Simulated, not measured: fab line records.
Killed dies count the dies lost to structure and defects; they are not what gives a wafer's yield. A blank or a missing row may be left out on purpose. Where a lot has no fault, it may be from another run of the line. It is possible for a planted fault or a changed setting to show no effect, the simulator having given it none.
fab line records | flow sky130
record lots=12 | wafers=36 | last-day=50
route steps=708 shown VT_ADJUST_HVTR@140 LDD_N@244 LDD_P@263 LI_CONTACT@378
lots untouched by any fault: they come from a run of this same line in which no faults occurred
start-h: start of the lot's first displayed wafer, in hours after the record's first day | wait-h: how many hours have passed since the lot's step before this one | " identical to the entry in the row above | L1.1+2: several wafers, shown together as one row | - either no value or no given start | * or withheld: withheld | < > ~ a bound
route shown NAME@n: names a module that has steps shown in the file, with the first one's number in the route | usual: mean/standard deviation of fault-free wafers | same: alike in all rows | chamber/n: place in a boat | sites: each site's reading | _std_site: standard deviation across them | _edge_site: the outer-site mean with the inner-site mean subtracted | radius-mm: for every site, how far away it sits from the centre of the wafer | mask NAME#n: copy n | behind: the last tool/chamber to shape the wafer | hold: the reason the lot was held/the length of the hold in hours/how it ended | device: transistor that didn't switch, given as n, p or np | end of line: the same wafers' tests at the end of the route | where a step has no rows: the recipe by itself | killed: dies that structure and defects cost at the first sort, which is not the same as the wafer's yield | map: dies across one wafer; x = killed, . = not, _ = none there
set.NAME: the setting as run; set.NAME@STEP: as run at that earlier step | model.NAME: the simulator's own value behind a step, which no gauge read
steps of the route over a sample of lots; a table a step, a row a wafer
services: the hour from which a tool's chamber was out of use, counted from the record's first day as start-h (under 0 if before that day), plus the number of hours and why
## steps
# step SKY_VT_ADJUST_HVTR_IMPLANT_09
# recipe species=B | energy-kev=10 | dose-cm2=2.1e+12 | tilt-deg=withheld
# usual beam-on-s=10.00/0.22 | faraday-current-uA=11.85/0.26
lot.wafer | tool         | chamber | start-h | wait-h | beam-on-s | faraday-current-uA
L249.4    | implanter-02 | 0       | 203.41  | 0.1    | 9.69      | 12.21
L249.5    | "            | 0       | "       | "      | 10.17     | 11.61
L249.6    | "            | 0       | "       | "      | 10.01     | 11.79
L250.4    | implanter-01 | 0       | 210.92  | 0.1    | 9.86      | 12.06
L250.5    | "            | 0       | "       | "      | 10.02     | 11.83
L250.6    | "            | 0       | "       | "      | 9.87      | 11.98
L252.1    | implanter-04 | 0       | 224.51  | 0.1    | 10.13     | 11.66
L252.3    | "            | 0       | "       | "      | 9.79      | 12.03
L252.4    | "            | 0       | "       | "      | 9.79      | 12.07
L253.3    | implanter-04 | 0       | 241.64  | 0.1    | 10.12     | 11.70
L253.4    | "            | 0       | "       | "      | 10.13     | 11.72
L253.6    | "            | 0       | "       | "      | 10.04     | 11.83
L254.1    | implanter-02 | 0       | 241.89  | 0.0    | 10.06     | 11.79
L254.2    | "            | 0       | "       | "      | 10.04     | 11.83
L254.3    | "            | 0       | "       | "      | 10.07     | 11.75
L255.1    | implanter-04 | 0       | 249.19  | 0.0    | 9.77      | 12.14
L255.4    | "            | 0       | "       | "      | 9.99      | 11.83
L255.6    | "            | 0       | "       | "      | 10.08     | 11.72
L258.1    | implanter-01 | 0       | 270.40  | 0.0    | 10.04     | 11.82
L258.4    | "            | 0       | "       | "      | 9.98      | 11.92
L258.6    | "            | 0       | "       | "      | 10.33     | 11.41
L260.1    | implanter-01 | 0       | 272.86  | 0.0    | 9.84      | 12.01
L260.4    | "            | 0       | "       | "      | 9.99      | 11.79
L260.5    | "            | 0       | "       | "      | 9.80      | 12.08
L262.3    | implanter-04 | 0       | 299.69  | 0.1    | 9.77      | 12.11
L262.5    | "            | 0       | "       | "      | 10.19     | 11.67
L262.6    | "            | 0       | "       | "      | 10.20     | 11.59
L264.4    | implanter-04 | 0       | 305.71  | 0.1    | 8.32      | 14.23
L264.5    | "            | 0       | "       | "      | 8.31      | 14.21
L264.6    | "            | 0       | "       | "      | 8.43      | 14.04
L265.3    | implanter-04 | 0       | 325.96  | 0.1    | 8.56      | 13.81
L265.4    | "            | 0       | "       | "      | 8.37      | 14.18
L265.5    | "            | 0       | "       | "      | 8.43      | 14.03
L272.1    | implanter-02 | 0       | 385.00  | 0.0    | 10.05     | 11.81
L272.2    | "            | 0       | "       | "      | 10.19     | 11.64
L272.4    | "            | 0       | "       | "      | 9.97      | 11.88
# step SKY_VT_ADJUST_HVTR_TW_MEAS_11
# usual VT_ADJUST_HVTR_TW=212.7/1.1
lot.wafer | tool          | chamber | start-h | wait-h | VT_ADJUST_HVTR_TW
L249.4    | film-metro-02 | -       | 203.62  | 0.1    | 213.5
L249.5    | "             | -       | "       | "      | 212.3
L249.6    | "             | -       | "       | "      | 213.7
L250.4    | film-metro-02 | -       | 211.13  | 0.1    | 212.4
L250.5    | "             | -       | "       | "      | 211.0
L250.6    | "             | -       | "       | "      | 212.5
L252.1    | film-metro-04 | -       | 224.76  | 0.1    | 212.5
L252.3    | "             | -       | "       | "      | 212.5
L252.4    | "             | -       | "       | "      | 211.7
L253.3    | film-metro-02 | -       | 241.86  | 0.1    | 213.3
L253.4    | "             | -       | "       | "      | 212.6
L253.6    | "             | -       | "       | "      | 214.0
L254.1    | film-metro-01 | -       | 242.14  | 0.1    | 213.4
L254.2    | "             | -       | "       | "      | 214.1
L254.3    | "             | -       | "       | "      | 213.6
L255.1    | film-metro-01 | -       | 249.44  | 0.1    | 213.8
L255.4    | "             | -       | "       | "      | 213.9
L255.6    | "             | -       | "       | "      | 213.5
L258.1    | film-metro-04 | -       | 270.65  | 0.1    | 211.9
L258.4    | "             | -       | "       | "      | 212.3
L258.6    | "             | -       | "       | "      | 212.3
L260.1    | film-metro-04 | -       | 273.11  | 0.1    | 211.9
L260.4    | "             | -       | "       | "      | 211.1
L260.5    | "             | -       | "       | "      | 211.2
L262.3    | film-metro-04 | -       | 299.91  | 0.1    | 211.3
L262.5    | "             | -       | "       | "      | 211.7
L262.6    | "             | -       | "       | "      | 211.7
L264.4    | film-metro-04 | -       | 305.92  | 0.1    | 201.8
L264.5    | "             | -       | "       | "      | 201.8
L264.6    | "             | -       | "       | "      | 202.4
L265.3    | film-metro-04 | -       | 326.18  | 0.1    | 202.1
L265.4    | "             | -       | "       | "      | 201.1
L265.5    | "             | -       | "       | "      | 200.6
L272.1    | film-metro-01 | -       | 385.25  | 0.1    | 215.9
L272.2    | "             | -       | "       | "      | 214.6
L272.4    | "             | -       | "       | "      | 215.1
# step SKY_LDD_N_OVL_MEAS_07
# usual LDD_N_OVL=-0.4/1.4
lot.wafer | tool       | chamber | start-h | wait-h | LDD_N_OVL[nm]
L249.4    | overlay-02 | -       | 400.76  | 0.1    | 1.0
L249.5    | "          | -       | "       | "      | -0.8
L249.6    | "          | -       | "       | "      | 1.5
L250.4    | overlay-01 | -       | 409.95  | 0.1    | 0.5
L250.5    | "          | -       | "       | "      | 1.3
L250.6    | "          | -       | "       | "      | 1.2
L252.1    | overlay-02 | -       | 428.29  | 0.1    | -1.1
L252.3    | "          | -       | "       | "      | -2.1
L252.4    | "          | -       | "       | "      | -1.4
L253.3    | overlay-01 | -       | 445.84  | 0.1    | 0.8
L253.4    | "          | -       | "       | "      | -1.1
L253.6    | "          | -       | "       | "      | 0.1
L254.1    | overlay-01 | -       | 453.03  | 0.1    | 0.5
L254.2    | "          | -       | "       | "      | 0.7
L254.3    | "          | -       | "       | "      | -0.6
L255.1    | overlay-02 | -       | 456.38  | 0.1    | 0.5
L255.4    | "          | -       | "       | "      | 0.3
L255.6    | "          | -       | "       | "      | -0.6
L258.1    | overlay-01 | -       | 491.73  | 0.1    | 1.4
L258.4    | "          | -       | "       | "      | 0.1
L258.6    | "          | -       | "       | "      | -0.7
L260.1    | overlay-01 | -       | 492.39  | 0.1    | 0.4
L260.4    | "          | -       | "       | "      | 0.9
L260.5    | "          | -       | "       | "      | 1.4
L262.3    | overlay-02 | -       | 519.15  | 0.1    | -2.4
L262.5    | "          | -       | "       | "      | -3.2
L262.6    | "          | -       | "       | "      | -2.8
L264.4    | overlay-01 | -       | 527.76  | 0.1    | -0.3
L264.5    | "          | -       | "       | "      | -0.6
L264.6    | "          | -       | "       | "      | -0.8
L265.3    | overlay-02 | -       | 548.39  | 0.1    | 0.3
L265.4    | "          | -       | "       | "      | 0.2
L265.5    | "          | -       | "       | "      | 0.2
L272.1    | overlay-01 | -       | 612.29  | 0.1    | -1.9
L272.2    | "          | -       | "       | "      | -0.3
L272.4    | "          | -       | "       | "      | -0.6
# step SKY_LDD_P_OVL_MEAS_08
# usual LDD_P_OVL=0.8/1.1
lot.wafer | tool       | chamber | start-h | wait-h | LDD_P_OVL[nm]
L249.4    | overlay-02 | -       | 432.63  | 0.1    | 0.6
L249.5    | "          | -       | "       | "      | -0.1
L249.6    | "          | -       | "       | "      | 1.5
L250.4    | overlay-02 | -       | 442.03  | 0.1    | 2.3
L250.5    | "          | -       | "       | "      | 1.3
L250.6    | "          | -       | "       | "      | 0.3
L252.1    | overlay-02 | -       | 461.25  | 0.1    | 1.3
L252.3    | "          | -       | "       | "      | 0.4
L252.4    | "          | -       | "       | "      | 1.6
L253.3    | overlay-01 | -       | 477.56  | 0.1    | 0.7
L253.4    | "          | -       | "       | "      | 1.9
L253.6    | "          | -       | "       | "      | -0.5
L254.1    | overlay-01 | -       | 485.36  | 0.1    | 1.8
L254.2    | "          | -       | "       | "      | 0.8
L254.3    | "          | -       | "       | "      | 0.9
L255.1    | overlay-02 | -       | 488.50  | 0.1    | 0.1
L255.4    | "          | -       | "       | "      | -0.7
L255.6    | "          | -       | "       | "      | -1.2
L258.1    | overlay-01 | -       | 523.42  | 0.1    | 2.5
L258.4    | "          | -       | "       | "      | 2.2
L258.6    | "          | -       | "       | "      | 1.6
L260.1    | overlay-02 | -       | 524.21  | 0.1    | 1.3
L260.4    | "          | -       | "       | "      | 1.7
L260.5    | "          | -       | "       | "      | 1.9
L262.3    | overlay-02 | -       | 550.19  | 0.1    | 0.3
L262.5    | "          | -       | "       | "      | 1.3
L262.6    | "          | -       | "       | "      | 0.1
L264.4    | overlay-01 | -       | 558.79  | 0.1    | -1.4
L264.5    | "          | -       | "       | "      | -1.0
L264.6    | "          | -       | "       | "      | -0.5
L265.3    | overlay-01 | -       | 579.71  | 0.1    | 1.3
L265.4    | "          | -       | "       | "      | 0.5
L265.5    | "          | -       | "       | "      | -1.0
L272.1    | overlay-01 | -       | 642.66  | 0.1    | -0.6
L272.2    | "          | -       | "       | "      | 1.5
L272.4    | "          | -       | "       | "      | -0.3
# step SKY_LI_CONTACT_STRIP_16
# recipe chemistry=O2/N2 | power-w=1400 | pressure-mtorr=1500 | platen-temp-c=withheld | o2-flow-sccm=3000 | n2-flow-sccm=300 | overash-fraction=0.5
# usual drypump-motor-current-A=5.91/0.25 | oes-product-au=0.376/0.0046 | strip-time-to-endpoint-s=3.50/0.035
lot.wafer | tool            | chamber | start-h | wait-h | drypump-motor-current-A | oes-product-au | rf-hours-counter-h | strip-time-to-endpoint-s
L249.4    | plasma-asher-04 | 0       | 676.42  | -      | 5.57                    | 0.371          | -                  | 3.49
L249.5    | "               | 0       | "       | "      | 5.58                    | 0.376          | -                  | 3.45
L249.6    | "               | 1       | "       | "      | 6.09                    | 0.373          | -                  | 3.49
L250.4    | plasma-asher-02 | 1       | 687.01  | -      | 6.28                    | 0.372          | -                  | 3.48
L250.5    | "               | 0       | "       | "      | 5.88                    | 0.374          | -                  | 3.50
L250.6    | "               | 1       | "       | "      | 6.27                    | 0.378          | -                  | 3.57
L252.1    | plasma-asher-01 | 1       | 702.71  | -      | 5.86                    | 0.384          | 85                 | 3.57
L252.3    | "               | 0       | "       | "      | 5.60                    | 0.374          | -                  | 3.47
L252.4    | "               | 1       | "       | "      | 5.86                    | 0.368          | -                  | 3.50
L253.3    | plasma-asher-01 | 1       | 716.76  | -      | 5.83                    | 0.373          | -                  | 3.56
L253.4    | "               | 0       | "       | "      | 5.59                    | 0.369          | -                  | 3.45
L253.6    | "               | 0       | "       | "      | 5.59                    | 0.378          | -                  | 3.48
L254.1    | plasma-asher-01 | 0       | 723.57  | -      | 5.60                    | 0.386          | 87                 | 3.55
L254.2    | "               | 1       | "       | "      | 5.87                    | 0.372          | 87                 | 3.55
L254.3    | "               | 0       | "       | "      | 5.59                    | 0.375          | -                  | 3.48
L255.1    | plasma-asher-02 | 0       | 727.79  | -      | 5.89                    | 0.382          | 106                | 3.53
L255.4    | "               | 0       | "       | "      | 5.81                    | 0.371          | -                  | 3.48
L255.6    | "               | 0       | "       | "      | 5.88                    | 0.385          | -                  | 3.52
L258.1    | plasma-asher-01 | 1       | 758.66  | -      | 5.87                    | 0.378          | 91                 | 3.51
L258.4    | "               | 0       | "       | "      | 5.60                    | 0.367          | -                  | 3.49
L258.6    | "               | 0       | "       | "      | 5.60                    | 0.381          | -                  | 3.53
L260.1    | plasma-asher-02 | 0       | 761.76  | -      | 5.89                    | 0.368          | 1                  | 3.48
L260.4    | "               | 1       | "       | "      | 6.25                    | 0.379          | -                  | 3.51
L260.5    | "               | 1       | "       | "      | 6.24                    | 0.373          | -                  | 3.52
L262.3    | plasma-asher-04 | 0       | 783.80  | -      | 5.57                    | 0.374          | -                  | 3.51
L262.5    | "               | 0       | "       | "      | 5.56                    | 0.370          | -                  | 3.50
L262.6    | "               | 1       | "       | "      | 6.09                    | 0.373          | -                  | 3.52
L264.4    | plasma-asher-04 | 1       | 792.55  | -      | 6.12                    | 0.374          | -                  | 3.51
L264.5    | "               | 1       | "       | "      | 6.11                    | 0.382          | -                  | 3.55
L264.6    | "               | 0       | "       | "      | 5.57                    | 0.382          | -                  | 3.46
L265.3    | plasma-asher-04 | 0       | 810.85  | -      | 5.57                    | 0.369          | -                  | 3.53
L265.4    | "               | 1       | "       | "      | 6.10                    | 0.373          | -                  | 3.54
L265.5    | "               | 0       | "       | "      | 5.57                    | 0.378          | -                  | 3.46
L272.1    | plasma-asher-04 | 1       | 869.99  | -      | 6.09                    | 0.375          | 74                 | 3.46
L272.2    | "               | 0       | "       | "      | 5.59                    | 0.380          | 74                 | 3.54
L272.4    | "               | 0       | "       | "      | 5.56                    | 0.379          | -                  | 3.54
## services
tool            | chamber | start-h | hours | kind
plasma-asher-01 | -       | 285.07  | 5.1   | repair
implanter-04    | -       | 292.06  | 3.2   | repair
implanter-04    | -       | 346.12  | 3.5   | pm
implanter-04    | -       | 352.45  | 5.7   | repair
plasma-asher-01 | -       | 353.43  | 2.8   | pm
implanter-04    | -       | 384.64  | 4.1   | repair
implanter-04    | -       | 388.18  | 1.7   | repair
implanter-04    | -       | 397.69  | 4.8   | repair
plasma-asher-01 | -       | 423.40  | 14.6  | pm
plasma-asher-01 | -       | 455.26  | 1.8   | repair
implanter-04    | -       | 469.59  | 2.0   | repair
implanter-04    | -       | 494.96  | 3.2   | repair
plasma-asher-01 | -       | 562.90  | 8.4   | repair
plasma-asher-04 | -       | 585.32  | 3.2   | repair
plasma-asher-01 | -       | 614.51  | 1.1   | repair
plasma-asher-04 | -       | 651.72  | 14.6  | pm
plasma-asher-01 | -       | 679.84  | 7.2   | repair
implanter-04    | -       | 719.30  | 4.2   | pm
plasma-asher-04 | -       | 727.28  | 3.2   | repair
plasma-asher-04 | -       | 737.59  | 2.2   | repair
plasma-asher-04 | -       | 767.10  | 2.8   | pm
plasma-asher-01 | -       | 810.23  | 2.2   | repair
implanter-04    | -       | 835.12  | 3.4   | pm
plasma-asher-01 | -       | 851.62  | 15.6  | pm
## key
first-sign step=SKY_VT_ADJUST_HVTR_IMPLANT_09 | reading=faraday-current-uA | direction=up | sigmas=8.6 | usual=11.85 | struck=14.08
effect step=SKY_VT_ADJUST_HVTR_IMPLANT_09 | reading=beam-on-s | direction=down | sigmas=7.3 | usual=10.00 | struck=8.40
effect step=SKY_VT_ADJUST_HVTR_TW_MEAS_11 | reading=VT_ADJUST_HVTR_TW | direction=down | sigmas=10 | usual=212.7 | struck=201.6
met-at SKY_VT_ADJUST_HVTR_IMPLANT_09
struck-lots L264,L265
tester-left-out L264,L265
not-acting-at SKY_LDD_N_OVL_MEAS_07,SKY_LDD_P_OVL_MEAS_08,SKY_LI_CONTACT_STRIP_16
onset-between 299.69 305.71
fault kind=process-parameter-drift | tool=implanter-04 | chamber=- | onset-h=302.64 | steps=SKY_VT_ADJUST_HVTR_IMPLANT_09 | channel=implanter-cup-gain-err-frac | offset=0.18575 | shape=step | end-h=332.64
# tester-left-out: of these lots the tester's yield and bins aren't shown, on N5 and GAA mostly nor the transistor test; their killed dies are dies lost to structure and defects alone, not to doping, threshold or leakage, so they don't give the yield
